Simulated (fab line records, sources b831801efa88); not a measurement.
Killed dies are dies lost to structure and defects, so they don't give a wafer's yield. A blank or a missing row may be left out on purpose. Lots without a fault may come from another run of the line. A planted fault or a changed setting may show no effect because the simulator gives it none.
A struck lot beside a sound one | flow gf180mcu | 15 steps out of a route of 602
Sound: wafers L170.1, L170.3, L170.4. Struck: wafers L157.3, L157.5, L157.6. The cause comes at the end.
At each step with rows: each side's tool, then ch and its chambers, then its first start. Under that, the readings that differ: sound wafers | struck wafers | difference of the means | sigmas: that difference in standard deviations of wafers without a fault.
alike: readings whose means differ by less than 2 such deviations, and words and numbers that are the same on both sides. not compared: withheld readings, readings that some wafer has no value for, bounds like >300 that may hide the same value, and numbers for which the record gives no deviation and whose values overlap.
The two part at a step that has a row with sigmas, a row that says differs or no value, or rows on one side only. Numbers that don't overlap but have no deviation are shown without sigmas and don't part them. A reading that every wafer of one side lacks parts them only if that side has two wafers or more.

first, 3 steps without rows for these wafers: GF_V2_EXPOSE_11 (exposes mask Via2, target cd 260 nm); GF_V2_PEB_12 (peb time 90 s); GF_V2_DEVELOP_13 (develop time 60 s).
GF_V2_CD_MEAS_14: target cd 260 nm.
  sound on cd_sem-01, day 26 03:59; struck on cd_sem-02, day 21 13:44
  alike: cd_nm
GF_V2_OVL_MEAS_15:
  sound on overlay-02, day 26 04:06; struck on overlay-01, day 21 13:50
  reading     | sound    | struck   | difference | sigmas
  V2_OVL (nm) | -2 -3 -5 | 10 12 10 | +14        | +3
GF_V2_ETCH_16: etches BARC in N2/H2.
  sound on rie_diel-02 ch 0,1,3, day 26 04:08; struck on rie_diel-01 ch 0,1,3, day 21 13:52
  alike: drypump_motor_current_A, oes_product_au, rf_fwd_power_W, throttle_valve_pct
GF_V2_ETCH_17: etches SiO2 in C4F8/O2/Ar, stops on TiN, target depth 630 nm.
  sound on rie_diel-02 ch 0,1,3; struck on rie_diel-01 ch 0,1,3
  alike: oes_product_au, rf_fwd_power_W
GF_V2_STRIP_18: strips in O2/N2.
  sound on plasma_asher-04 ch 0,1, day 26 04:16; struck on plasma_asher-03 ch 0,1, day 21 14:01
  alike: drypump_motor_current_A, heater_power_w, oes_product_au
  not compared: rf_hours_counter_h
then, 2 steps without rows for these wafers: GF_V2_STRIP_19 (strips in post etch residue remover, time 1200 s); GF_V2_CLEAN_20 (cleans in DIW).
GF_V2_SPUTTER_21: material Ti, target thk 15 nm, time 80.02 s.
  sound on pvd_sputter-01, day 26 04:50; struck on pvd_sputter-01, day 21 14:32
  alike: throttle_valve_pct
GF_V2_SPUTTER_22: material TiN, target thk 10 nm, time 40 s.
  sound on pvd_sputter-01, day 26 04:54; struck on pvd_sputter-01, day 21 14:36
  alike: throttle_valve_pct
GF_V2_CVD_23: deposits W, target thk 350 nm, time 104.94 s.
  sound on cvd_w-01 ch 0,1, day 26 04:56; struck on cvd_w-02 ch 0,1, day 21 14:40
  reading                      | sound             | struck            | difference | sigmas
  chamber_pressure_Torr (Torr) | 40.12 39.95 40.09 | 41.38 41.33 41.39 | +1.31      | +16
  alike: heater_power_w
GF_V2_RS_MEAS_24: measures by four-point-probe.
  sound on film_metro-04, day 26 05:04; struck on film_metro-02, day 21 14:47
  reading          | sound             | struck            | difference | sigmas
  V2_W_RS (ohm/sq) | 0.334 0.336 0.329 | 0.307 0.318 0.303 | -0.024     | -3
-- the record jumps here: 9 days lie between the struck wafers' starts before and after (it left off in module V2 and takes up again in module PASSIVATION, whose first step shown is number 602 of the route) --
GF_PASSIVATION_PROBE_99:
  the record has rows for the struck wafers here (prober-02, day 30 03:31) and none for the sound ones

WHERE THEY PART
First at GF_V2_OVL_MEAS_15; last, within this record, at GF_PASSIVATION_PROBE_99.

WHY: what the simulator had put in
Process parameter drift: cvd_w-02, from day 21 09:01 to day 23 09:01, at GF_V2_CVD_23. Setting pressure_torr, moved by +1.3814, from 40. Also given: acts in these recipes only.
